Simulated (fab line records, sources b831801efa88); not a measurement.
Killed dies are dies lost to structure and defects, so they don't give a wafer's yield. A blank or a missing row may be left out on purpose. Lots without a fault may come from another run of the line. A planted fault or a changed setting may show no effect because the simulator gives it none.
Problem report in the 8D (eight disciplines) form, filled by code | flow gf180mcu | the parts of the form that need people (team, actions taken, sign-off) are left out

1. THE PROBLEM
V2_W_RS at GF_V2_RS_MEAS_24 reads a mean of 0.350 ohm/sq on 3 wafers of 2 lots; wafers without a fault read 0.329 ohm/sq with a standard deviation of 0.0039. That is +5.3 standard deviations from the usual mean.
The step: measures by four-point-probe.
First seen on wafer L844.1, day 22 17:41, on film_metro-02. The record holds 36 wafers of 12 lots with a number at this step. Rule for "out", or "out of limits": more than 4 standard deviations from the usual mean. The other wafers with a number count as sound.

2. WHAT IT IS AND WHAT IT IS NOT
question                    | is                           | is not
which readings at this step | V2_W_RS                      | -
which lots                  | L844, L845                   | L839, L840, L842, L855, L856, L857, L858, L859, L860, L861
which wafers of those lots  | L844.1, L845.1, L845.4       | L844.2, L844.6, L845.2
read on which gauges        | film_metro-02, film_metro-03 | film_metro-01
when                        | from day 22 17:41            | up to then (11 sound wafers); but 22 sound wafers of L845, L855, L856, L857, L858, L859, L860, L861 came after

3. SUSPECTS, AND WHAT RULES EACH OUT
Counting: a tool at a process step up to the reading stays a suspect if it ran every lot that is out. Sound lots after the first of them don't rule it out here, since some wafers of a struck lot are sound.
- the gauge at GF_V2_RS_MEAS_24: ruled out. The wafers that are out were read on 2 gauges (film_metro-02, film_metro-03).
- cvd_w-01 at GF_V2_CVD_23 (deposits W, target thk 350 nm, time 104.94 s): kept. It ran every lot that is out, first L844 (day 22 17:34); its last sound lot up to then is L842 (day 21 21:07).
Left after counting: cvd_w-01 at GF_V2_CVD_23.

4. THE CAUSE (what the simulator had put in)
Process parameter drift: cvd_w-01, from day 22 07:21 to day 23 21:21, at GF_V2_CVD_23. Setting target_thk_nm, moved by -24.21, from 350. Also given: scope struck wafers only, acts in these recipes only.
Counting left only this tool.

5. THE CHAIN OF EFFECTS, in route order
Each row: a reading whose mean over the struck wafers that have a number lies more than 3 standard deviations from the usual. Only readings for which the record gives a usual standard deviation are gone through. hours: the time from each lot's start at the first step in this table that gives one to its start at this step, as a median over the lots. sigmas: the change in usual standard deviations.
hours | step              | reading  | usual        | on struck wafers | change | sigmas
0     | GF_V2_RS_MEAS_24  | V2_W_RS  | 0.329 ohm/sq | 0.350            | +0.021 | +5.3
5     | GF_V2_THK_MEAS_25 | V2_W_THK | 344 nm       | 322              | -22    | -4.6

6. WHAT WOULD HAVE CAUGHT IT SOONER
In this record the first reading out of limits at a measuring or inspecting step was taken at day 22 17:41, 10 hours after the fault began at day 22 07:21.
Of the tool readings at GF_V2_CVD_23 for which the record gives a usual standard deviation, none was out on any struck wafer, so an alarm limit of 4 standard deviations on them would not have fired.
Of the lots that are out (2), L845 began GF_V2_CVD_23 on cvd_w-01 after day 22 17:41. A hold on the tool at that time would have spared it.
